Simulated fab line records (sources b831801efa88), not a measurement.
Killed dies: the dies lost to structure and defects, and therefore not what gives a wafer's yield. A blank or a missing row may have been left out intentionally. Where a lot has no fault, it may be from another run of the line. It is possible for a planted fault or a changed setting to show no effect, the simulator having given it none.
What tool caused it? | flow sky130 | 14 lots with 42 wafers sampled at 4 steps, on a route of 708 steps

== WHAT THE GAUGES SHOWED, per wafer ==
SKY_PWDE_OVL_MEAS_07.
lot  | measured    | on         | PWDE_OVL (nm)
L540 | day 4 11:25 | overlay-02 | 0.3 -1.5 1.6
L543 | day 5 05:53 | overlay-01 | 0.5 2.1 0.6
L544 | day 5 06:14 | overlay-01 | 0.7 -0.5 0.9
L545 | day 5 12:58 | overlay-02 | 2.1 0.7 0.2
L548 | day 5 16:37 | overlay-02 | -0.6 -0.5 -0.4
L549 | day 6 00:44 | overlay-02 | 1.6 2.5 1.7
L550 | day 6 08:20 | overlay-01 | 0.1 0.2 0.8
L552 | day 6 14:29 | overlay-01 | 0.5 0.1 0.5
L551 | day 6 15:59 | overlay-01 | 1.2 0.6 0.5
L553 | day 6 20:59 | overlay-02 | -1.0 -1.9 -0.8
L559 | day 8 08:44 | overlay-02 | 0.3 -0.2 0.5
L560 | day 8 19:20 | overlay-01 | 0.3 -1.0 -2.1
L561 | day 9 04:29 | overlay-02 | -0.5 0.4 -1.0
L562 | day 9 06:26 | overlay-01 | 2.7 2.7 5.7

SKY_LOCAL_INTERCONNECT_CD_MEAS_11 targets a cd of 170 nm.
lot  | measured     | on        | cd nm (nm)
L540 | day 31 02:01 | cd sem-01 | 168.8 167.2 168.5
L543 | day 32 06:14 | cd sem-01 | 169.8 169.2 168.5
L544 | day 32 12:02 | cd sem-02 | 170.1 169.6 170.0
L545 | day 32 16:50 | cd sem-02 | 168.7 168.5 168.9
L548 | day 33 00:47 | cd sem-01 | 168.2 169.7 168.6
L549 | day 33 08:43 | cd sem-01 | 171.5 169.5 169.0
L550 | day 33 20:08 | cd sem-01 | 170.0 168.1 169.2
L552 | day 34 06:57 | cd sem-01 | 172.0 170.5 171.9
L551 | day 34 09:55 | cd sem-02 | 172.6 174.7 171.6
L553 | day 34 13:13 | cd sem-02 | 172.3 171.2 173.5
L559 | day 36 13:26 | cd sem-02 | 169.4 169.8 169.5
L560 | day 37 01:41 | cd sem-02 | 168.0 169.3 167.6
L561 | day 37 08:12 | cd sem-02 | 170.6 168.6 169.8
L562 | day 37 13:32 | cd sem-01 | 170.9 172.1 172.5

== WHICH TOOL RAN EACH LOT (tool, then ch and the chambers of the sampled wafers, then the start) ==
lot  | SKY_FIELD_ISO_ETCH_14             | SKY_LDD_N_IMPLANT_12
L540 | rie diel-03 ch 1,2, day 2 08:35   | implanter-04 ch 0, day 18 13:31
L543 | rie diel-01 ch 1,3, day 2 22:59   | implanter-03 ch 0, day 19 19:34
L544 | rie diel-03 ch 1,2,3, day 3 02:56 | implanter-04 ch 0, day 20 04:38
L545 | rie diel-02 ch 0,1,2, day 3 08:35 | implanter-02 ch 0, day 20 08:41
L548 | rie diel-01 ch 0,2,3, day 3 20:53 | implanter-02 ch 0, day 20 19:14
L549 | rie diel-01 ch 0,1,3, day 4 06:24 | implanter-04 ch 0, day 21 05:06
L550 | rie diel-03 ch 1,2,3, day 4 13:11 | implanter-03 ch 0, day 21 16:34
L552 | rie diel-03 ch 1,2,3, day 4 19:38 | implanter-04 ch 0, day 22 06:02
L551 | rie diel-02 ch 2,3, day 4 19:56   | implanter-02 ch 0, day 22 06:46
L553 | rie diel-03 ch 2,3, day 5 00:54   | implanter-04 ch 0, day 22 14:57
L559 | rie diel-03 ch 0,2, day 6 10:05   | implanter-03 ch 0, day 24 16:26
L560 | rie diel-01 ch 2,3, day 6 14:02   | implanter-04 ch 0, day 25 06:44
L561 | rie diel-01 ch 1,2,3, day 6 20:45 | implanter-04 ch 0, day 25 17:17
L562 | rie diel-01 ch 0,2,3, day 7 00:36 | implanter-04 ch 0, day 25 22:55
- SKY_FIELD_ISO_ETCH_14: etches BARC in N2/H2, stops on SiO2, time 45.9 s, target depth 60 nm.
- SKY_LDD_N_IMPLANT_12

== AS READ BY THE TOOLS THEMSELVES (means over the sampled wafers that have a number; for cases with no such wafer, the mark the record gives instead) ==
SKY_FIELD_ISO_ETCH_14.
lot  | tool        | drypump motor current A (A) | n2 flow sccm (sccm) | oes product au (a.u.) | throttle valve pct (%)
L540 | rie diel-03 | 6.4                         | 99.91               | 0.851                 | 13.227
L543 | rie diel-01 | 5.4                         | 100.03              | 0.851                 | 13.225
L544 | rie diel-03 | 6.2                         | 100.30              | 0.858                 | 13.229
L545 | rie diel-02 | 5.9                         | 99.85               | 0.856                 | 13.220
L548 | rie diel-01 | 6.0                         | 100.12              | 0.859                 | 13.225
L549 | rie diel-01 | 5.8                         | 99.98               | 0.856                 | 13.225
L550 | rie diel-03 | 6.2                         | 100.02              | 0.851                 | 13.222
L552 | rie diel-03 | 6.2                         | 99.92               | 0.853                 | 13.220
L551 | rie diel-02 | 5.6                         | 100.11              | 0.859                 | 13.214
L553 | rie diel-03 | 6.1                         | 100.04              | 0.853                 | 13.221
L559 | rie diel-03 | 6.1                         | 100.15              | 0.853                 | 13.223
L560 | rie diel-01 | 6.0                         | 100.16              | 0.850                 | 13.231
L561 | rie diel-01 | 5.9                         | 99.97               | 0.857                 | 13.231
L562 | rie diel-01 | 5.9                         | 99.98               | 0.859                 | 13.228

SKY_LDD_N_IMPLANT_12.
lot  | tool         | dose ions cm2 | faraday current uA
L540 | implanter-04 | 5e+12         | 28.6
L543 | implanter-03 | 5e+12         | 28.5
L544 | implanter-04 | 5e+12         | 28.3
L545 | implanter-02 | 5e+12         | 28.0
L548 | implanter-02 | 5e+12         | 28.3
L549 | implanter-04 | 5e+12         | 28.2
L550 | implanter-03 | 5e+12         | 28.1
L552 | implanter-04 | 1e+13         | 54.4
L551 | implanter-02 | 5e+12         | 27.8
L553 | implanter-04 | 1e+13         | 57.0
L559 | implanter-03 | 5e+12         | 27.9
L560 | implanter-04 | 5e+12         | 27.7
L561 | implanter-04 | 5e+12         | 28.3
L562 | implanter-04 | 5e+12         | 28.5

== THE ANSWER, worked out from the rows above alone ==
Rule: usual is defined by the lots themselves. The widest of any qualifying gaps counts: lots, ordered by their means at a reading, are off when they make up no more than a third of the lots, leave a main group of 4 or more, and stand apart from it by 3 or more times the standard deviation of that group's means. If all means in a main group match to the digits the tables above print for the reading, that group is not used. A lot without any number at a reading at which 4 lots or more have one is off too. Where the step has rows for the other lots, those lots are counted as sound. Order of review: gauges by route order, followed by the tools' own readings, for which a lot's mean as printed above is used. The first step at which some lot is off is used, and at that step the reading that is off furthest; a lot without a number counts as furthest.
Off at SKY_LDD_N_IMPLANT_12 (faraday current uA): L552, L553. For the main group the mean is 28.2 and the standard deviation 0.28.
If a tool, at that step or one of the process steps before it, ran each lot that is off and ran no sound lot following the first of them, it fits. No candidate that was tried fits.

== WHAT THE SIMULATOR HAD INSERTED ==
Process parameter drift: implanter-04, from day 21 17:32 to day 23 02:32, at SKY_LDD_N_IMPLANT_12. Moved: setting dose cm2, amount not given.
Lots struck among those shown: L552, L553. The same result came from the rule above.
